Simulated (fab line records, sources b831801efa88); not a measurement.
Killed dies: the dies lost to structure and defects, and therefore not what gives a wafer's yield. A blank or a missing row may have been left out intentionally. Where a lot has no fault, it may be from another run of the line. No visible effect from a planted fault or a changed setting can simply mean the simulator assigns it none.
fab line records + flow gf180mcu
record:
- lots: 13
- wafers: 39
- lastDay: 34
route steps=602 shown STI@15 POLY_GATE@174 SAB@264 M1@318
lots with no fault: from the same line, run without faults
startH: hours from the record's first day to the start of the lot's first wafer shown + waitH: hours from the lot's prior step to this one + " the same as in the row above + L1.1+2: several wafers, shown together as one row + - either no value or no given start + * or withheld: withheld + < > ~ a bound
route shown NAME@n: NAME is a module with steps in the file, n the number in the route of the first one + usual: mean/standard deviation taken from wafers without a fault + same: alike in all rows + chamber/n: place in a boat + sites: each site's reading + _std_site: standard deviation across them + _edge_site: outer sites' mean less inner sites' + radiusMm: how far each site lies from the wafer's centre + mask NAME#n: copy n + behind: tool/chamber where the wafer was last shaped + hold: reason for holding the lot/hours on hold/outcome of the hold + device: transistor that didn't switch, given as n, p or np + end of line: the same wafers' tests at the end of the route + step lacking rows: just its recipe + killed: not the wafer's yield, but the dies lost to structure and defects at the first sort + map: shows each die of a wafer: x if killed, . if not, _ if none is there
set.NAME: the setting the step ran with; set.NAME@STEP: the setting that earlier step ran with + model.NAME: the simulator's own value behind a step, which no gauge read
the route's steps for a sample of lots (tables are steps, rows are wafers)
services: a tool's chamber out of use, with start hour (startH, from the record's first day; less than 0 if before it), hours out, and reason
== steps ==
step: GF_STI_ETCH_14
recipe:
- target: Si
- chemistry: HBr/Cl2/O2
- targetDepthNm: 360
- icpW: 600
- biasW: 150
- pressureMtorr: 15
- HBr_flow_sccm: 150
- Cl2_flow_sccm: 40
- O2_flow_sccm: 6
- timeS: 102.9
usual:
- drypumpMotorCurrentA: 5.8/0.52
- oesProductAu: 1.001/0.0067
- throttleValvePct: 25.656/0.0088
| lot.wafer | tool     | chamber | startH | waitH | drypumpMotorCurrentA | oesProductAu | rfHoursCounterH | throttleValvePct |
|-----------|----------|---------|--------|-------|----------------------|--------------|-----------------|------------------|
| L989.4    | rieSi-01 | 1       | 29.74  | 0.0   | 6.6                  | 0.985        | 141             | 25.649           |
| L989.5    | "        | 2       | "      | "     | 5.1                  | 1.004        | -               | 25.664           |
| L989.6    | "        | 1       | "      | "     | 6.6                  | 0.991        | -               | 25.666           |
| L990.1    | rieSi-01 | 0       | 35.15  | 0.0   | 6.4                  | 1.004        | 95              | 25.669           |
| L990.2    | "        | 1       | "      | "     | 6.6                  | 0.991        | 141             | 25.662           |
| L990.6    | "        | 2       | "      | "     | 5.1                  | 1.004        | -               | 25.646           |
| L991.1    | rieSi-02 | 0       | 41.80  | 0.0   | 5.9                  | 0.988        | 72              | 25.669           |
| L991.2    | "        | 1       | "      | "     | 5.6                  | 0.995        | 104             | 25.649           |
| L991.4    | "        | 2       | "      | "     | 6.0                  | 0.985        | 124             | 25.665           |
| L992.1    | rieSi-01 | 3       | 45.64  | 0.0   | 5.5                  | 0.998        | 1               | 25.668           |
| L992.5    | "        | 3       | "      | "     | 5.5                  | 1.002        | -               | 25.640           |
| L992.6    | "        | 2       | "      | "     | 5.1                  | 1.000        | -               | 25.657           |
| L993.2    | rieSi-01 | 1       | 50.40  | 0.0   | 6.6                  | 1.000        | 142             | 25.646           |
| L993.3    | "        | 0       | "      | "     | 6.4                  | 0.999        | 96              | 25.641           |
| L993.5    | "        | 2       | "      | "     | 5.1                  | 1.004        | -               | 25.662           |
| L995.1    | rieSi-01 | 1       | 61.76  | 0.0   | 6.7                  | 0.981        | 142             | 25.668           |
| L995.4    | "        | 0       | "      | "     | 6.4                  | 0.993        | 96              | 25.655           |
| L995.6    | "        | 1       | "      | "     | 6.6                  | 1.000        | -               | 25.647           |
| L996.2    | rieSi-02 | 3       | 66.69  | 0.0   | 5.6                  | 1.007        | 3               | 25.661           |
| L996.3    | "        | 2       | "      | "     | 6.0                  | 0.998        | 125             | 25.654           |
| L996.5    | "        | 1       | "      | "     | 5.6                  | 1.002        | -               | 25.646           |
| L999.3    | rieSi-02 | 1       | 82.25  | 0.0   | 5.6                  | 0.999        | 105             | 25.637           |
| L999.5    | "        | 0       | "      | "     | 5.9                  | 1.001        | -               | 25.660           |
| L999.6    | "        | 3       | "      | "     | 5.7                  | 1.008        | -               | 25.646           |
| L100.2    | rieSi-01 | 2       | 87.04  | 0.0   | 5.1                  | 1.003        | 3               | 25.634           |
| L100.5    | "        | 2       | "      | "     | 5.1                  | 1.011        | -               | 25.655           |
| L100.6    | "        | 3       | "      | "     | 5.5                  | 1.005        | -               | 25.653           |
| L102.2    | rieSi-01 | 3       | 98.20  | 0.0   | 5.5                  | 1.004        | 1               | 25.662           |
| L102.3    | "        | 1       | "      | "     | 6.6                  | 1.007        | 142             | 25.656           |
| L102.6    | "        | 2       | "      | "     | 5.1                  | 1.016        | -               | 25.644           |
| L105.2    | rieSi-02 | 3       | 113.32 | 0.0   | 5.6                  | 0.994        | 3               | 25.659           |
| L105.3    | "        | 2       | "      | "     | 6.1                  | 0.996        | 125             | 25.655           |
| L105.6    | "        | 1       | "      | "     | 5.6                  | 1.001        | -               | 25.670           |
| L106.1    | rieSi-02 | 0       | 118.89 | 0.0   | 5.9                  | 0.995        | 73              | 25.654           |
| L106.2    | "        | 1       | "      | "     | 5.6                  | 0.995        | 105             | 25.647           |
| L106.5    | "        | 0       | "      | "     | 5.9                  | 0.993        | -               | 25.669           |
| L109.1    | rieSi-01 | 0       | 133.39 | 0.0   | 6.4                  | 1.008        | 96              | 25.650           |
| L109.3    | "        | 3       | "      | "     | 5.5                  | 1.011        | 1               | 25.656           |
| L109.4    | "        | 0       | "      | "     | 6.4                  | 1.009        | -               | 25.650           |
step: GF_POLY_GATE_THK_MEAS_17
recipe:
- reads: SiO2_of_POLY_GATE_OXIDATION_16
usual:
- POLY_GATE_OXIDATION_THK: 3.99/0.066
| lot.wafer | tool         | chamber | startH | waitH | POLY_GATE_OXIDATION_THK[nm] |
|-----------|--------------|---------|--------|-------|-----------------------------|
| L989.4    | filmMetro-03 | -       | 203.82 | 0.0   | 4.00                        |
| L989.5    | "            | -       | "      | "     | 4.00                        |
| L989.6    | "            | -       | "      | "     | 4.01                        |
| L990.1    | filmMetro-04 | -       | 211.80 | 0.0   | 3.86                        |
| L990.2    | "            | -       | "      | "     | 3.91                        |
| L990.6    | "            | -       | "      | "     | 3.79                        |
| L991.1    | filmMetro-04 | -       | 223.08 | 0.0   | 3.99                        |
| L991.2    | "            | -       | "      | "     | 3.98                        |
| L991.4    | "            | -       | "      | "     | 4.05                        |
| L992.1    | filmMetro-03 | -       | 229.22 | 0.0   | 3.98                        |
| L992.5    | "            | -       | "      | "     | 4.06                        |
| L992.6    | "            | -       | "      | "     | 4.05                        |
| L993.2    | filmMetro-02 | -       | 229.58 | 0.0   | 4.00                        |
| L993.3    | "            | -       | "      | "     | 4.03                        |
| L993.5    | "            | -       | "      | "     | 4.14                        |
| L995.1    | filmMetro-04 | -       | 247.50 | 0.0   | 4.04                        |
| L995.4    | "            | -       | "      | "     | 4.04                        |
| L995.6    | "            | -       | "      | "     | 3.95                        |
| L996.2    | filmMetro-02 | -       | 254.81 | 0.0   | 3.80                        |
| L996.3    | "            | -       | "      | "     | 3.84                        |
| L996.5    | "            | -       | "      | "     | 3.91                        |
| L999.3    | filmMetro-02 | -       | 276.42 | 0.0   | 3.91                        |
| L999.5    | "            | -       | "      | "     | 4.01                        |
| L999.6    | "            | -       | "      | "     | 3.96                        |
| L100.2    | filmMetro-03 | -       | 280.36 | 0.0   | 4.04                        |
| L100.5    | "            | -       | "      | "     | 3.96                        |
| L100.6    | "            | -       | "      | "     | 3.96                        |
| L102.2    | filmMetro-04 | -       | 301.30 | 0.0   | 3.97                        |
| L102.3    | "            | -       | "      | "     | 4.12                        |
| L102.6    | "            | -       | "      | "     | 4.02                        |
| L105.2    | filmMetro-04 | -       | 315.46 | 0.0   | 3.99                        |
| L105.3    | "            | -       | "      | "     | 3.96                        |
| L105.6    | "            | -       | "      | "     | 4.07                        |
| L106.1    | filmMetro-03 | -       | 326.90 | 0.0   | 4.07                        |
| L106.2    | "            | -       | "      | "     | 3.92                        |
| L106.5    | "            | -       | "      | "     | 3.99                        |
| L109.1    | filmMetro-03 | -       | 348.56 | 0.0   | 4.11                        |
| L109.3    | "            | -       | "      | "     | 4.11                        |
| L109.4    | "            | -       | "      | "     | 4.09                        |
step: GF_SAB_CVD_00
recipe:
- material: SiO2
- targetThkNm: 50
- precursor: TEOS
- tempC: 400
- timeS: 4.9302
- rfW: 600
usual:
- heaterPowerW: 626/89
| lot.wafer | tool     | chamber | startH | waitH | heaterPowerW |
|-----------|----------|---------|--------|-------|--------------|
| L989.4    | pecvd-02 | 0       | 323.15 | 0.0   | 643          |
| L989.5    | "        | 1       | "      | "     | 583          |
| L989.6    | "        | 2       | "      | "     | 560          |
| L990.1    | pecvd-03 | 0       | 333.03 | 0.1   | 738          |
| L990.2    | "        | 2       | "      | "     | 554          |
| L990.6    | "        | 0       | "      | "     | 746          |
| L991.1    | pecvd-03 | 0       | 346.84 | 0.1   | 727          |
| L991.2    | "        | 1       | "      | "     | 819          |
| L991.4    | "        | 1       | "      | "     | 815          |
| L992.1    | pecvd-03 | 2       | 353.26 | 0.1   | 623          |
| L992.5    | "        | 1       | "      | "     | 717          |
| L992.6    | "        | 2       | "      | "     | 635          |
| L993.2    | pecvd-02 | 2       | 355.13 | 0.1   | 517          |
| L993.3    | "        | 0       | "      | "     | 643          |
| L993.5    | "        | 0       | "      | "     | 645          |
| L995.1    | pecvd-01 | 1       | 376.17 | 0.1   | 794          |
| L995.4    | "        | 1       | "      | "     | 791          |
| L995.6    | "        | 0       | "      | "     | 567          |
| L996.2    | pecvd-01 | 2       | 382.11 | 0.1   | 689          |
| L996.3    | "        | 0       | "      | "     | 511          |
| L996.5    | "        | 0       | "      | "     | 537          |
| L999.3    | pecvd-03 | 0       | 407.27 | 0.1   | 753          |
| L999.5    | "        | 1       | "      | "     | 808          |
| L999.6    | "        | 0       | "      | "     | 767          |
| L100.2    | pecvd-01 | 2       | 414.26 | 0.1   | 679          |
| L100.5    | "        | 0       | "      | "     | 639          |
| L100.6    | "        | 2       | "      | "     | 713          |
| L102.2    | pecvd-02 | 0       | 439.91 | 0.1   | 601          |
| L102.3    | "        | 1       | "      | "     | 603          |
| L102.6    | "        | 2       | "      | "     | 510          |
| L105.2    | pecvd-02 | 1       | 457.17 | 0.1   | 608          |
| L105.3    | "        | 0       | "      | "     | 622          |
| L105.6    | "        | 2       | "      | "     | 502          |
| L106.1    | pecvd-02 | 1       | 469.50 | 0.1   | 599          |
| L106.2    | "        | 0       | "      | "     | 577          |
| L106.5    | "        | 1       | "      | "     | 611          |
| L109.1    | pecvd-02 | 0       | 496.06 | 0.1   | 620          |
| L109.3    | "        | 2       | "      | "     | 514          |
| L109.4    | "        | 2       | "      | "     | 513          |
step: GF_SAB_THK_MEAS_01
recipe:
- reads: SiO2_of_SAB_CVD_00
usual:
- SAB_CVD_00_THK: 50.0/0.64
| lot.wafer | tool         | chamber | startH | waitH | SAB_CVD_00_THK[nm] |
|-----------|--------------|---------|--------|-------|--------------------|
| L989.4    | filmMetro-02 | -       | 323.19 | 0.0   | 50.7               |
| L989.5    | "            | -       | "      | "     | 51.1               |
| L989.6    | "            | -       | "      | "     | 50.6               |
| L990.1    | filmMetro-01 | -       | 333.04 | 0.0   | 49.4               |
| L990.2    | "            | -       | "      | "     | 49.6               |
| L990.6    | "            | -       | "      | "     | 50.2               |
| L991.1    | filmMetro-03 | -       | 346.85 | 0.0   | 49.2               |
| L991.2    | "            | -       | "      | "     | 49.5               |
| L991.4    | "            | -       | "      | "     | 49.6               |
| L992.1    | filmMetro-02 | -       | 353.28 | 0.0   | 49.4               |
| L992.5    | "            | -       | "      | "     | 50.7               |
| L992.6    | "            | -       | "      | "     | 50.3               |
| L993.2    | filmMetro-02 | -       | 355.17 | 0.0   | 48.9               |
| L993.3    | "            | -       | "      | "     | 50.1               |
| L993.5    | "            | -       | "      | "     | 49.8               |
| L995.1    | filmMetro-02 | -       | 376.19 | 0.0   | 49.7               |
| L995.4    | "            | -       | "      | "     | 50.1               |
| L995.6    | "            | -       | "      | "     | 50.2               |
| L996.2    | filmMetro-02 | -       | 382.14 | 0.0   | 50.7               |
| L996.3    | "            | -       | "      | "     | 50.3               |
| L996.5    | "            | -       | "      | "     | 50.5               |
| L999.3    | filmMetro-03 | -       | 407.31 | 0.0   | 49.8               |
| L999.5    | "            | -       | "      | "     | 50.3               |
| L999.6    | "            | -       | "      | "     | 50.5               |
| L100.2    | filmMetro-03 | -       | 414.29 | 0.0   | 50.0               |
| L100.5    | "            | -       | "      | "     | 50.8               |
| L100.6    | "            | -       | "      | "     | 51.0               |
| L102.2    | filmMetro-01 | -       | 439.94 | 0.0   | 50.1               |
| L102.3    | "            | -       | "      | "     | 49.1               |
| L102.6    | "            | -       | "      | "     | 50.5               |
| L105.2    | filmMetro-01 | -       | 457.20 | 0.0   | 49.4               |
| L105.3    | "            | -       | "      | "     | 49.0               |
| L105.6    | "            | -       | "      | "     | 50.1               |
| L106.1    | filmMetro-02 | -       | 469.52 | 0.0   | 48.7               |
| L106.2    | "            | -       | "      | "     | 49.2               |
| L106.5    | "            | -       | "      | "     | 49.4               |
| L109.1    | filmMetro-02 | -       | 496.08 | 0.0   | 48.7               |
| L109.3    | "            | -       | "      | "     | 63.8               |
| L109.4    | "            | -       | "      | "     | 65.3               |
step: GF_M1_SPUTTER_03
recipe:
- material: Ti
- targetThkNm: 10
- substrateTempC: 300
- chamberPressurePa: 0.3
- powerW: 3000
- timeS: 6.7
usual:
- chamberPressurePa: 0.3000/0.00059
- throttleValvePct: 30.1/0.69
| lot.wafer | tool          | chamber | startH | waitH | chamberPressurePa | throttleValvePct |
|-----------|---------------|---------|--------|-------|-------------------|------------------|
| L989.4    | pvdSputter-02 | -       | 369.47 | 0.0   | 0.3001            | 29.7             |
| L989.5    | "             | -       | "      | "     | 0.3003            | 29.1             |
| L989.6    | "             | -       | "      | "     | 0.3004            | 30.7             |
| L990.1    | pvdSputter-02 | -       | 379.31 | 0.0   | 0.3001            | 30.5             |
| L990.2    | "             | -       | "      | "     | 0.2998            | 29.3             |
| L990.6    | "             | -       | "      | "     | 0.3000            | 29.7             |
| L991.1    | pvdSputter-01 | -       | 395.48 | 0.0   | 0.2999            | 30.5             |
| L991.2    | "             | -       | "      | "     | 0.2998            | 30.6             |
| L991.4    | "             | -       | "      | "     | 0.2996            | 29.6             |
| L992.1    | pvdSputter-02 | -       | 401.91 | 0.0   | 0.2994            | 30.0             |
| L992.5    | "             | -       | "      | "     | 0.2998            | 29.6             |
| L992.6    | "             | -       | "      | "     | 0.2999            | 30.3             |
| L993.2    | pvdSputter-02 | -       | 403.60 | 0.0   | 0.2994            | 30.7             |
| L993.3    | "             | -       | "      | "     | 0.2986            | 29.4             |
| L993.5    | "             | -       | "      | "     | 0.2996            | 30.2             |
| L995.1    | pvdSputter-01 | -       | 425.81 | 0.0   | 0.3003            | 30.1             |
| L995.4    | "             | -       | "      | "     | 0.2994            | 29.6             |
| L995.6    | "             | -       | "      | "     | 0.2995            | 29.6             |
| L996.2    | pvdSputter-01 | -       | 433.21 | 0.0   | 0.3003            | 30.5             |
| L996.3    | "             | -       | "      | "     | 0.3000            | 29.0             |
| L996.5    | "             | -       | "      | "     | 0.3011            | 30.5             |
| L999.3    | pvdSputter-01 | -       | 458.67 | 0.0   | 0.2999            | 29.6             |
| L999.5    | "             | -       | "      | "     | 0.3002            | 30.3             |
| L999.6    | "             | -       | "      | "     | 0.3004            | 29.2             |
| L100.2    | pvdSputter-02 | -       | 465.00 | 0.0   | 0.3000            | 30.3             |
| L100.5    | "             | -       | "      | "     | 0.2996            | 30.1             |
| L100.6    | "             | -       | "      | "     | 0.3003            | 29.7             |
| L102.2    | pvdSputter-02 | -       | 492.31 | 0.0   | 0.3011            | 30.6             |
| L102.3    | "             | -       | "      | "     | 0.2994            | 29.9             |
| L102.6    | "             | -       | "      | "     | 0.3008            | 30.8             |
| L105.2    | pvdSputter-03 | -       | 507.71 | 0.0   | 0.2998            | 31.3             |
| L105.3    | "             | -       | "      | "     | 0.2993            | 31.3             |
| L105.6    | "             | -       | "      | "     | 0.2995            | 31.3             |
| L106.1    | pvdSputter-03 | -       | 520.13 | 0.0   | 0.2999            | 31.6             |
| L106.2    | "             | -       | "      | "     | 0.3002            | 30.1             |
| L106.5    | "             | -       | "      | "     | 0.3007            | 31.5             |
| L109.1    | pvdSputter-01 | -       | 544.98 | 0.0   | 0.3000            | 30.4             |
| L109.3    | "             | -       | "      | "     | 0.2997            | 30.2             |
| L109.4    | "             | -       | "      | "     | 0.2993            | 28.9             |
== services ==
| tool          | chamber | startH | hours | kind   |
|---------------|---------|--------|-------|--------|
| pecvd-02      | -       | 51.64  | 6.0   | pm     |
| rieSi-01      | -       | 71.72  | 0.7   | repair |
| pecvd-02      | -       | 74.78  | 2.6   | repair |
| pvdSputter-01 | -       | 102.75 | 0.6   | repair |
| pvdSputter-01 | -       | 214.31 | 7.7   | repair |
| rieSi-02      | -       | 229.93 | 2.8   | pm     |
| pvdSputter-01 | -       | 242.69 | 0.5   | repair |
| rieSi-01      | 1       | 250.92 | 7.2   | repair |
| rieSi-01      | -       | 314.18 | 0.3   | repair |
| pecvd-02      | -       | 332.36 | 0.4   | repair |
| pecvd-02      | 1       | 342.31 | 23.4  | repair |
| pvdSputter-01 | -       | 355.50 | 1.9   | repair |
| pecvd-02      | -       | 372.57 | 6.7   | repair |
| pecvd-02      | -       | 397.11 | 2.8   | pm     |
| rieSi-01      | 2       | 397.67 | 15.1  | repair |
| rieSi-01      | 3       | 399.26 | 4.9   | repair |
| pvdSputter-02 | -       | 405.04 | 34.5  | repair |
| pecvd-02      | 0       | 410.53 | 5.7   | repair |
| pvdSputter-02 | -       | 475.18 | 1.4   | repair |
| rieSi-01      | 0       | 478.02 | 1.9   | repair |
| rieSi-01      | 2       | 486.12 | 3.2   | repair |
| rieSi-01      | 2       | 496.83 | 5.2   | repair |
| rieSi-01      | -       | 508.96 | 2.8   | pm     |
| pvdSputter-01 | -       | 518.89 | 4.1   | repair |
== key ==
firstSign:
- step: GF_SAB_THK_MEAS_01
- reading: SAB_CVD_00_THK
- direction: up
- sigmas: 23
- usual: 50.0
- struck: 64.6
effect none on later readings
metAt GF_SAB_CVD_00
struckLots L109
struckWafers L109.3,L109.4
testerLeftOut L109
notActingAt GF_STI_ETCH_14,GF_POLY_GATE_THK_MEAS_17,GF_M1_SPUTTER_03
onsetBetween 457.17 496.06
fault:
- kind: processParameterDrift
- tool: pecvd-02
- chamber: 2
- onsetH: 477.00
- steps: GF_SAB_CVD_00
- channel: targetThkNm
- offset: 14.869
- shape: step
- endH: 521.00
- actsIn: theseRecipesOnly
- stated: 50
testerLeftOut: of these lots the tester's yield and bins aren't shown, on N5 and GAA mostly nor the transistor test; their killed dies are dies lost to structure and defects alone, not to doping, threshold or leakage, so they don't give the yield
